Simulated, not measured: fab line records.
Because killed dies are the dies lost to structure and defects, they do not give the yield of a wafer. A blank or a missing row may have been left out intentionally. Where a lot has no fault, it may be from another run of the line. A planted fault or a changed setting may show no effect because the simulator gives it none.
Problem report in the 8D (eight disciplines) form, filled by code | flow sky130 | the parts of the form that need people (team, actions taken, sign-off) are left out

## 1. THE ISSUE
Across 6 wafers from 2 lots, VT_ADJUST_NCORE_TW at SKY_VT_ADJUST_NCORE_TW_MEAS_11 averages 230.7, while fault-free wafers read 218.7 with a standard deviation of 1.3. Measured from the usual mean, that is +9.2 standard deviations.
First seen on wafer L394.1, day 14 20:19, on film-metro-01. At this step, 33 wafers from 11 lots have a number in the record. By rule, "out" or "out of limits" means more than 4 standard deviations away from the usual mean. The rest of the wafers with a number are treated as sound.

## 2. WHAT IT IS AND WHAT IT IS NOT
question                    | is                           | is not
which readings at this step | VT_ADJUST_NCORE_TW           | -
which lots                  | L394, L395                   | L375, L376, L378, L379, L380, L381, L384, L385, L396
which wafers of those lots  | all that have a number       | -
read on which gauges        | film-metro-01, film-metro-03 | film-metro-04
when                        | from day 14 20:19            | up to then (24 sound wafers); but 3 sound wafers of L396 came after

## 3. WHAT RULES OUT EACH SUSPECT
Counting: any tool at a process step up to the reading is kept as a suspect provided that every lot that is out went through it and no sound lot did after the first of them.
- the gauge at SKY_VT_ADJUST_NCORE_TW_MEAS_11 has been ruled out. The wafers that are out were read on 2 gauges (film-metro-01, film-metro-03).
- implanter-02 at SKY_VT_ADJUST_NCORE_IMPLANT_09: kept. It processed each lot that is out, first L394 at day 14 20:04, and no sound lot thereafter; up to then, the last sound lot it processed was L381 at day 11 03:38. On those wafers its own readings are out: beam-energy-keV.
The count leaves implanter-02 at SKY_VT_ADJUST_NCORE_IMPLANT_09.

## 4. THE CAUSE (what the simulator had put in)
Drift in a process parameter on implanter-02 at SKY_VT_ADJUST_NCORE_IMPLANT_09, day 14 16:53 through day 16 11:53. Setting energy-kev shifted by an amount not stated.
Only this tool survived the counting.

## 5. THE CHAIN OF EFFECTS, in route order
Rows list readings where the struck wafers' mean (over those with a number) sits beyond 3 standard deviations from the usual. Only readings for which the record gives a usual standard deviation are gone through. hours: the time from each lot's start at the first step in this table that gives one to its start at this step, as a median over the lots. sigmas: the change in usual standard deviations.
hours | step                           | reading            | usual  | on struck wafers | change | sigmas
0     | SKY_VT_ADJUST_NCORE_IMPLANT_09 | beam-energy-keV    | 10.000 | 12.556           | +2.556 | +99 or more
0     | SKY_VT_ADJUST_NCORE_TW_MEAS_11 | VT_ADJUST_NCORE_TW | 218.7  | 230.7            | +12.0  | +9.2
The process steps in it:
- SKY_VT_ADJUST_NCORE_IMPLANT_09

## 6. HOW IT WOULD HAVE BEEN CAUGHT EARLIER
The first out-of-limits reading at a measuring or inspecting step in this record came at day 14 20:19, 3 hours after the fault's start at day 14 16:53.
At SKY_VT_ADJUST_NCORE_IMPLANT_09, the tool's own readings (beam-energy-keV) were out on each struck wafer the step has a row for, so an alarm limit on them would have fired on the first such wafer.
Lots out: 2; of these, L395 started SKY_VT_ADJUST_NCORE_IMPLANT_09 on implanter-02 after day 14 20:19. Putting the tool on hold at that point would have spared it.
